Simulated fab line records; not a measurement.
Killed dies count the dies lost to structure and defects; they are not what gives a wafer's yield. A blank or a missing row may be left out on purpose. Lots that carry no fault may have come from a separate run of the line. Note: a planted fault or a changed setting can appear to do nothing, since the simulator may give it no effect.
Matching of chambers + flow gf180mcu + GF_V5_CVD_02 on pecvd-02 has 3 sister chambers
The step deposits SiO2 from TEOS, target thk 1450 nm, time 163.28 s. 3 wafers are shown with their chamber, then 9 later ones without.

EACH WAFER AND ITS CHAMBER
| wafer  | chamber | heater_power_w (W) |
|--------|---------|--------------------|
| L084.4 | 2       | 684                |
| L084.5 | 0       | 577                |
| L084.6 | 1       | 432                |

WAFERS WHOSE CHAMBER IS MISSING
| wafer  | heater_power_w (W) |
|--------|--------------------|
| L086.1 | 595                |
| L086.2 | 536                |
| L086.4 | 690                |
| L087.2 | 684                |
| L087.3 | 601                |
| L087.6 | 532                |
| L093.1 | 548                |
| L093.3 | 676                |
| L093.4 | 751                |

EACH ONE'S CHAMBER
| wafer  | from the rows above     | in truth                   |
|--------|-------------------------|----------------------------|
| L086.1 | 0                       | 0                          |
| L086.2 | can't be placed: 0 or 1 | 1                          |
| L086.4 | 2                       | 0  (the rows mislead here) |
| L087.2 | 2                       | 2                          |
| L087.3 | can't be placed: 0 or 2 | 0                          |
| L087.6 | can't be placed: 0 or 1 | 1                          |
| L093.1 | 0                       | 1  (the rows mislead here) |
| L093.3 | 2                       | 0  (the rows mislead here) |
| L093.4 | 2                       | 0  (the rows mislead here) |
2 of 9 placed correctly. Can't be placed from these rows: 3 (the true chamber is among the candidates in 3). 4 placed wrongly.
How it was worked out, from the rows above alone: a wafer's distance from a chamber is the root of the sum, over the readings, of the square of ((its reading less the chamber's mean) divided by the reading's scatter). The wafer belongs to the nearest chamber; if the next one is less than 2 further off, it can't be placed. For every chamber, the mean is computed from those of its wafers that are shown. The scatter: root of mean squared gap, hidden wafer to nearest shown wafer, with one shown wafer a chamber.
